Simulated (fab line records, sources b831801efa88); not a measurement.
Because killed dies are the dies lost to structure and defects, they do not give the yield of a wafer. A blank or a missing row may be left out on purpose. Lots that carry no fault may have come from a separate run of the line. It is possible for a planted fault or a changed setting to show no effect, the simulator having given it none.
Check for tools in common | flow sky130 | Lots sampled 13, wafers sampled 39

REASON IT WAS OPENED
1 of 13 lots carry a flag on the reading VT_ADJUST_LVTN_TW at SKY_VT_ADJUST_LVTN_TW_MEAS_10. No-fault wafers: 242.0, standard deviation 1.7.
Rule: a lot gets a flag if all its wafers with a number sit over 4 standard deviations from that mean, or if no wafer of it has a number. All remaining lots are regarded as sound.

lot  | measured     | on            | VT_ADJUST_LVTN_TW, wafer by wafer | flag
L295 | day 7 09:02  | film metro-01 | 242.6 242.8 244.4                 |
L296 | day 7 13:09  | film metro-02 | 239.9 243.0 241.4                 |
L299 | day 8 09:15  | film metro-01 | 242.7 242.7 242.3                 |
L300 | day 8 17:25  | film metro-01 | 242.9 240.5 243.7                 |
L301 | day 9 00:46  | film metro-01 | 243.2 243.7 243.8                 |
L303 | day 9 15:44  | film metro-01 | 243.1 242.4 243.3                 |
L305 | day 10 04:49 | film metro-01 | 243.7 242.9 244.0                 |
L306 | day 10 12:01 | film metro-01 | 243.5 243.2 242.9                 |
L307 | day 10 17:04 | film metro-04 | 239.3 239.1 239.6                 |
L310 | day 11 16:57 | film metro-04 | 240.0 241.2 241.1                 |
L311 | day 12 00:07 | film metro-01 | 30.4 30.5 30.3                    | FLAGGED
L315 | day 13 01:52 | film metro-04 | 240.6 240.6 241.0                 |
L316 | day 13 06:10 | film metro-04 | 239.8 239.2 240.8                 |
The numbers of the flagged lots are 30.4 on average: -211.6 against the usual, or -99 or more standard deviations.

LOT BY LOT: THE TOOL USED
Before the reading, the record contains 2 process steps out of a 708-step route. Every cell lists first the tool, next ch and the chambers used by the sampled wafers, and last the start.
lot  | flag    | SKY_VT_ADJUST_HVTP_STRIP_10          | SKY_VT_ADJUST_LVTN_STRIP_09
L295 |         | plasma asher-02 ch 0, day 6 13:14    | plasma asher-02 ch 0,1, day 7 08:55
L296 |         | plasma asher-01 ch 0,1, day 6 17:16  | plasma asher-04 ch 0,1, day 7 13:03
L299 |         | plasma asher-03 ch 0,1, day 7 13:04  | plasma asher-03 ch 0,1, day 8 09:09
L300 |         | plasma asher-02 ch 0,1, day 7 20:20  | plasma asher-03 ch 0,1, day 8 17:18
L301 |         | plasma asher-02 ch 0,1, day 8 04:28  | plasma asher-02 ch 0,1, day 9 00:41
L303 |         | plasma asher-02 ch 0,1, day 8 17:07  | plasma asher-02 ch 0,1, day 9 15:38
L305 |         | plasma asher-02 ch 0,1, day 9 06:07  | plasma asher-03 ch 0,1, day 10 04:42
L306 |         | plasma asher-02 ch 0,1, day 9 12:23  | plasma asher-02 ch 0,1, day 10 11:55
L307 |         | plasma asher-03 ch 0,1, day 9 17:53  | plasma asher-02 ch 0,1, day 10 16:58
L310 |         | plasma asher-02 ch 0,1, day 10 17:43 | plasma asher-04 ch 0,1, day 11 16:51
L311 | FLAGGED | plasma asher-01 ch 0, day 11 00:17   | plasma asher-03 ch 0,1, day 12 00:01
L315 |         | plasma asher-02 ch 0,1, day 12 01:07 | plasma asher-03 ch 0,1, day 13 01:46
L316 |         | plasma asher-02 ch 0,1, day 12 05:08 | plasma asher-02 ch 1, day 13 06:03
These steps, and what they do:
- SKY_VT_ADJUST_HVTP_STRIP_10: strips in O2/N2.
- SKY_VT_ADJUST_LVTN_STRIP_09: strips in O2/N2.
- SKY_VT_ADJUST_LVTN_TW_MEAS_10

FLAGGED AGAINST TOTAL, ONE TOOL AT A TIME (gauges that did the reading follow at the end)
step                          | tool            | lots run | flagged | share of the flagged lots | sound lots run after its first flagged lot
SKY_VT_ADJUST_HVTP_STRIP_10   | plasma asher-01 | 2        | 1       | all                       | 0
SKY_VT_ADJUST_HVTP_STRIP_10   | plasma asher-02 | 9        | 0       | none                      | -
SKY_VT_ADJUST_HVTP_STRIP_10   | plasma asher-03 | 2        | 0       | none                      | -
SKY_VT_ADJUST_LVTN_STRIP_09   | plasma asher-02 | 6        | 0       | none                      | -
SKY_VT_ADJUST_LVTN_STRIP_09   | plasma asher-03 | 5        | 1       | all                       | 1 (L315)
SKY_VT_ADJUST_LVTN_STRIP_09   | plasma asher-04 | 2        | 0       | none                      | -
SKY_VT_ADJUST_LVTN_TW_MEAS_10 | film metro-01   | 8        | 1       | all                       | 0
SKY_VT_ADJUST_LVTN_TW_MEAS_10 | film metro-02   | 1        | 0       | none                      | -
SKY_VT_ADJUST_LVTN_TW_MEAS_10 | film metro-04   | 4        | 0       | none                      | -

WHAT IS ALLOWED BY THE TABLE
Rows of the table that ran every flagged lot, 3 in all: plasma asher-01 at SKY_VT_ADJUST_HVTP_STRIP_10, plasma asher-03 at SKY_VT_ADJUST_LVTN_STRIP_09, film metro-01 at SKY_VT_ADJUST_LVTN_TW_MEAS_10.
- plasma asher-01 at SKY_VT_ADJUST_HVTP_STRIP_10 ran 2 lots, 1 of them flagged. It ran its last sound lot, L296, at day 6 17:16 and its first flagged lot, L311, at day 11 00:17: a fault with its onset between the two fits. Its own readings lie more than 4 standard deviations out on every wafer of the flagged lots: oes product au.
- plasma asher-03 at SKY_VT_ADJUST_LVTN_STRIP_09 ran 5 lots, 1 of them flagged. Lots that were sound ran on it after the first flagged one (L315); a persistent fault on the entire tool would not allow that. Its own readings lie more than 4 standard deviations out on every wafer of the flagged lots: strip time to endpoint s.
- film metro-01 at SKY_VT_ADJUST_LVTN_TW_MEAS_10 ran 8 lots, 1 of them flagged. It ran its last sound lot, L306, at day 10 12:01 and its first flagged lot, L311, at day 12 00:07: a fault with its onset between the two fits.
Because each of these 2 tools fits a fault that began at some hour, counting lots does not separate them. More lots, or a look at what each step does to the wafer, might.

WHAT HAD BEEN PUT IN BY THE SIMULATOR
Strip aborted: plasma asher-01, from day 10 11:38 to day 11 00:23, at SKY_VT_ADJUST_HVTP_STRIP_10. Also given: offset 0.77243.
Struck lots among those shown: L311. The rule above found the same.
